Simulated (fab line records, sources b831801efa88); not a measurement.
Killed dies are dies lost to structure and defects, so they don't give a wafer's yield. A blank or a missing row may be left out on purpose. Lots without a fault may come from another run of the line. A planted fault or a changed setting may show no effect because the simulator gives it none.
Which tool did it? | flow sky130 | 6 lots, 18 wafers sampled, at 2 steps of a route of 708

WHAT THE GAUGES READ, wafer by wafer
SKY_GATE_OXIDE_OVL_MEAS_10.
lot  | measured     | on         | GATE_OXIDE_OVL (nm)
L714 | day 14 15:50 | overlay-02 | -1.0 -0.5 0.0
L716 | day 15 05:47 | overlay-02 | - - -
L727 | day 19 09:41 | overlay-02 | 0.7 1.2 0.1
L729 | day 20 02:43 | overlay-01 | 2.0 3.0 2.2
L731 | day 20 11:40 | overlay-01 | 0.5 -0.8 -1.6
L733 | day 21 06:11 | overlay-01 | 1.5 0.6 -0.5

WHICH TOOL RAN EACH LOT (tool, then ch and the chambers of the sampled wafers, then the start)
lot  | SKY_GATE_OXIDE_COAT_05
L714 | litho_track-02 ch 0, day 14 02:26
L716 | litho_track-03, day 14 15:56
L727 | litho_track-02 ch 0, day 18 17:47
L729 | litho_track-03 ch 0, day 19 12:31
L731 | litho_track-04 ch 0, day 19 20:33
L733 | litho_track-04 ch 0, day 20 14:49
- SKY_GATE_OXIDE_COAT_05: resist thk 1140 nm.

THE ANSWER, worked out from the rows above alone
Rule: what is usual is taken from the lots themselves. Put in order of their means at a reading, lots are off if they are a third of the lots or fewer, leave a main group of 4 or more, and stand apart from it by a gap of 3 or more times the standard deviation of the main group's means; of several such gaps the widest counts. A main group whose means are all the same, to the digits that the tables above print for the reading, isn't used. A lot without any number at a reading at which 4 lots or more have one is off too. The other lots that the step has rows for count as sound.
Off: L716, at SKY_GATE_OXIDE_OVL_MEAS_10 (GATE_OXIDE_OVL). Without a number there: L716. The main group: mean 0.5 nm, standard deviation 1.1.
A tool fits if, at a process step before that reading, it ran every lot that is off, and no sound lot after the first of them. The gauges at SKY_GATE_OXIDE_OVL_MEAS_10 are tried like those tools. None of those tried fits.

WHAT THE SIMULATOR HAD PUT IN
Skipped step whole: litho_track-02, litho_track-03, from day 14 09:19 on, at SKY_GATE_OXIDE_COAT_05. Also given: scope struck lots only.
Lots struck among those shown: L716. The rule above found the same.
